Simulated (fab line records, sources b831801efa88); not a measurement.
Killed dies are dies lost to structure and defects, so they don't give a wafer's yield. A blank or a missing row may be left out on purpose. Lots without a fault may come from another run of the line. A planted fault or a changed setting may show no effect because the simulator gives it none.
A struck lot beside a sound one | flow gf180mcu | 15 steps out of a route of 602
Sound: wafers L867.1, L867.2, L867.6. Struck: wafers L869.1, L869.3, L869.6. The cause comes at the end.
At each step with rows: each side's tool, then ch and its chambers, then its first start. Under that, the readings that differ: sound wafers | struck wafers | difference of the means | sigmas: that difference in standard deviations of wafers without a fault.
alike: readings whose means differ by less than 2 such deviations, and words and numbers that are the same on both sides. not compared: withheld readings, readings that some wafer has no value for, bounds like >300 that may hide the same value, and numbers for which the record gives no deviation and whose values overlap.
The two part at a step that has a row with sigmas, a row that says differs or no value, or rows on one side only. Numbers that don't overlap but have no deviation are shown without sigmas and don't part them. A reading that every wafer of one side lacks parts them only if that side has two wafers or more.

first, 2 steps without rows for these wafers: GF_HV_LDD_PEB_44; GF_HV_LDD_DEVELOP_45 (develop time 60 s).
GF_HV_LDD_CD_MEAS_46: target cd 400 nm.
  sound on cd_sem-01, day 14 15:01; struck on cd_sem-01, day 15 11:01
  alike: cd_nm
GF_HV_LDD_OVL_MEAS_47:
  sound on overlay-02, day 14 15:08; struck on overlay-01, day 15 11:08
  alike: HV_LDD_03_OVL
then, 1 step without rows for these wafers: GF_HV_LDD_IMPLANT_48.
GF_HV_LDD_STRIP_49: strips in O2/N2.
  sound on plasma_asher-02 ch 0,1, day 14 15:19; struck on plasma_asher-01 ch 0, day 15 11:19
  alike: drypump_motor_current_A, heater_power_w, oes_product_au, strip_time_to_endpoint_s
  not compared: rf_hours_counter_h
GF_HV_LDD_TW_MEAS_50:
  sound on film_metro-01, day 14 15:25; struck on film_metro-04, day 15 11:25
  alike: HV_LDD_4_TW
then, 1 step without rows for these wafers: GF_HV_LDD_CLEAN_51 (cleans in SC1/SC2, time 150 s).
GF_HV_LDD_RTA_52: time 10 s.
  sound on rtp_anneal-02 ch 0, day 14 15:31; struck on rtp_anneal-02 ch 0, day 15 11:31
  alike: lamp_power_pct, wafer_temp_C_max
GF_HV_LDD_RS_MEAS_53: measures by four-point-probe.
  sound on film_metro-03, day 14 15:35; struck on film_metro-03, day 15 11:35
  alike: HV_LDD_RS
then, 1 step without rows for these wafers: GF_HV_LDD_CVD_54 (deposits SiO2 from TEOS, target thk 10 nm, time 75 s).
GF_HV_LDD_THK_MEAS_55:
  sound on film_metro-03, day 14 16:44; struck on film_metro-03, day 15 12:44
  alike: HV_LDD_CVD_54_THK
GF_HV_LDD_CVD_56: deposits Si3N4 from DCS/NH3, target thk 90 nm, time 1543 s.
  sound on lpcvd-01 ch 1, day 14 16:47; struck on lpcvd-01 ch 1, day 15 12:47
  reading                                  | sound            | struck            | difference | sigmas
  model.Si3N4_of_HV_LDD_CVD_56.thk_nm (nm) | 91.68 91.29 90.7 | 134.2 133.6 134.1 | +42.7      |
GF_HV_LDD_THK_MEAS_57:
  sound on film_metro-03, day 14 18:13; struck on film_metro-04, day 15 14:27
  reading                | sound          | struck            | difference | sigmas
  HV_LDD_CVD_56_THK (nm) | 91.7 91.3 90.7 | 134.1 133.6 134.0 | +42.7      | +49
  not compared: hold
GF_PASSIVATION_PROBE_99:
  the record has rows for the sound wafers here (prober-02, day 31 01:38) and none for the struck ones

WHERE THEY PART
First at GF_HV_LDD_THK_MEAS_57; last, within this record, at GF_PASSIVATION_PROBE_99.

WHY: what the simulator had put in
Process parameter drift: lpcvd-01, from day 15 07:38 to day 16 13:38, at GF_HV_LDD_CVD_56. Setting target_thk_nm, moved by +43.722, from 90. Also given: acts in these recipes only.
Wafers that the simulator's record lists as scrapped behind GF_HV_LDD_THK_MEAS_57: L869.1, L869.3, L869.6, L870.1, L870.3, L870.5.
